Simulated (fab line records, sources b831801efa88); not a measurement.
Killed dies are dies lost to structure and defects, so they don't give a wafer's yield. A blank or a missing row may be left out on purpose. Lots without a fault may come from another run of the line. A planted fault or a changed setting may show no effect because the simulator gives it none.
Problem report in the 8D (eight disciplines) form, filled by code | flow sfq_line | the parts of the form that need people (team, actions taken, sign-off) are left out

1. THE PROBLEM
exposure_dose_mJ_cm2 at SFQ_TRILAYER_I7_VIA_LITHO_EXPOSE_188 reads a mean of 15.550 on 12 wafers of 4 lots; wafers without a fault read 21.302 with a standard deviation of 0.021. That is -99 or more standard deviations from the usual mean.
The step: exposes mask I7, target cd 1000 nm.
First seen on wafer L699.1, day 88 12:56, on krf_scanner-02. The record holds 48 wafers of 16 lots with a number at this step. Rule for "out", or "out of limits": more than 4 standard deviations from the usual mean. The other wafers with a number count as sound.

2. WHAT IT IS AND WHAT IT IS NOT
question                    | is                     | is not
which readings at this step | exposure_dose_mJ_cm2   | -
which lots                  | L699, L700, L701, L702 | L690, L691, L692, L693, L694, L697, L705, L706, L707, L709, L710, L713
which wafers of those lots  | all that have a number | -
read on which tools         | krf_scanner-02         | krf_scanner-01
when                        | from day 88 12:56      | up to then (18 sound wafers); but 18 sound wafers of L705, L706, L707, L709, L710, L713 came after

3. SUSPECTS, AND WHAT RULES EACH OUT
Counting: a tool at a process step up to the reading stays a suspect if it ran every lot that is out and no sound lot after the first of them.
- krf_scanner-02 at SFQ_TRILAYER_I7_VIA_LITHO_EXPOSE_188 (exposes mask I7, target cd 1000 nm): kept. It ran every lot that is out, first L699 (day 88 12:56), and no sound lot after that; its last sound lot up to then is L693 (day 87 04:41). Its own readings are out on those wafers: exposure_dose_mJ_cm2.
Left after counting: krf_scanner-02 at SFQ_TRILAYER_I7_VIA_LITHO_EXPOSE_188.

4. THE CAUSE (what the simulator had put in)
Process parameter drift: krf_scanner-02, from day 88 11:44 on, at SFQ_TRILAYER_I7_VIA_LITHO_EXPOSE_188. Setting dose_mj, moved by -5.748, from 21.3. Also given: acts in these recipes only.
Counting left only this tool.

5. THE CHAIN OF EFFECTS, in route order
Each row: a reading whose mean over the struck wafers that have a number lies more than 3 standard deviations from the usual. Only readings for which the record gives a usual standard deviation are gone through. hours: the time from each lot's start at the first step in this table that gives one to its start at this step, as a median over the lots. sigmas: the change in usual standard deviations.
hours | step                                 | reading              | usual  | on struck wafers | change | sigmas
0     | SFQ_TRILAYER_I7_VIA_LITHO_EXPOSE_188 | exposure_dose_mJ_cm2 | 21.302 | 15.550           | -5.752 | -99 or more
The process steps in it:
- SFQ_TRILAYER_I7_VIA_LITHO_EXPOSE_188: exposes mask I7, target cd 1000 nm.

6. WHAT WOULD HAVE CAUGHT IT SOONER
In this record the first reading out of limits was taken at day 88 12:56, 1 hour after the fault began at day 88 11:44.
